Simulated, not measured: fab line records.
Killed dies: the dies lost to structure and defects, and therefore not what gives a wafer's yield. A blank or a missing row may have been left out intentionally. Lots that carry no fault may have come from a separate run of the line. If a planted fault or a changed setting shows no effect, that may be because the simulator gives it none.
A single fault, viewed from 2 desks | flow gf180mcu | every desk sees just its own numbers, and what lay behind them comes last

## AT THE METROLOGY DESK
Lot by lot, what the gauges showed, no matter which tool ran the lot: averages of those sampled wafers that carry a number. If a lot's mean is further than 4 standard deviations from the usual mean, the lot is out of limits and carries the mark OUT (the distance appears in the brackets).
Columns: A = M1_ALCU_RS at GF_M1_RS_MEAS_05, usual 0.0695 ohm/sq; B = M1_ALCU_THK at GF_M1_THK_MEAS_06, usual 450 nm
lot  | first seen here | A      | B
L315 | day 16 13:32    | 0.0699 | 449
L316 | day 17 04:55    | 0.0699 | 449
L320 | day 18 21:10    | 0.0704 | 441
L321 | day 19 03:37    | 0.0693 | 451
L323 | day 19 23:07    | 0.0693 | 450
L325 | day 20 15:48    | 0.0696 | 451
L326 | day 21 01:02    | 0.0697 | 448
L330 | day 22 09:43    | 0.0693 | 452
L331 | day 23 07:41    | 0.0685 | 459
L332 | day 23 16:47    | 0.0688 | 456
L334 | day 24 00:04    | 0.0686 | 455
L335 | day 24 03:53    | 0.0690 | 453
L336 | day 24 10:14    | 0.0703 | 448
This desk's verdict: no lot among the 13 shows anything out of limits.

## THE TOOL OWNER'S DESK: rieMetal-01
The tool's own readings at GF_M1_METAL_ETCH_16 (etches the open film in Cl2/BCl3, stops on SiO2, target depth 627.5 nm, time 104.6 s): means of the sampled wafers that have a number, for each lot that ran on this tool. If a lot's mean is further than 4 standard deviations from the usual mean, the lot is out of limits and carries the mark OUT (the distance appears in the brackets).
Columns: A = bcl3FlowSccm at GF_M1_METAL_ETCH_16, usual 39.99 sccm; B = chamberPressureMTorr at GF_M1_METAL_ETCH_16, usual 8.000 mTorr; C = drypumpMotorCurrentA at GF_M1_METAL_ETCH_16, usual 5.7 A; D = oesProductAu at GF_M1_METAL_ETCH_16, usual 0.972 a.u.; E = runLengthS at GF_M1_METAL_ETCH_16, usual 132.8 s; F = throttleValvePct at GF_M1_METAL_ETCH_16, usual 28.248 %
lot  | first seen here | A     | B     | C   | D     | E                | F
L321 | day 20 04:47    | 40.05 | 7.998 | 5.3 | 0.975 | 133.0            | 28.243
L323 | day 21 00:04    | 40.17 | 7.997 | 6.0 | 0.977 | 132.6            | 28.253
L326 | day 22 01:05    | 39.97 | 8.000 | 5.2 | 0.970 | 133.1            | 28.236
L330 | day 23 08:56    | 39.91 | 7.998 | 6.0 | 0.964 | 134.1            | 28.260
L331 | day 24 05:38    | 39.84 | 7.997 | 4.8 | 0.952 | 136.5 (+9.0) OUT | 28.261
L332 | day 24 14:59    | 40.02 | 8.005 | 5.4 | 0.968 | 134.4 (+4.0) OUT | 28.256
Finding of this desk: L331, L332 out of limits; the first was L331 at day 24 05:38, on runLengthS at GF_M1_METAL_ETCH_16. Within limits: L321, L323, L326, L330.

## ALL TOGETHER
The tool owner's desk could have raised an alarm at day 24 05:38, on L331, L332.
Nothing out of limits was seen by the metrology desk.
The metrology desk has L331, L332 on record, within its limits.
On rieMetal-01, each named lot ran GF_M1_METAL_ETCH_16.

## WHAT THE SIMULATOR HAD PUT IN
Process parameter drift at GF_M1_METAL_ETCH_16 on rieMetal-01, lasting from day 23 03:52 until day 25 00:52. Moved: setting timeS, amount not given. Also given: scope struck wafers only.
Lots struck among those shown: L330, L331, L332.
Hours from the fault's start to each desk's first reading out of limits: the tool owner's desk, 26.
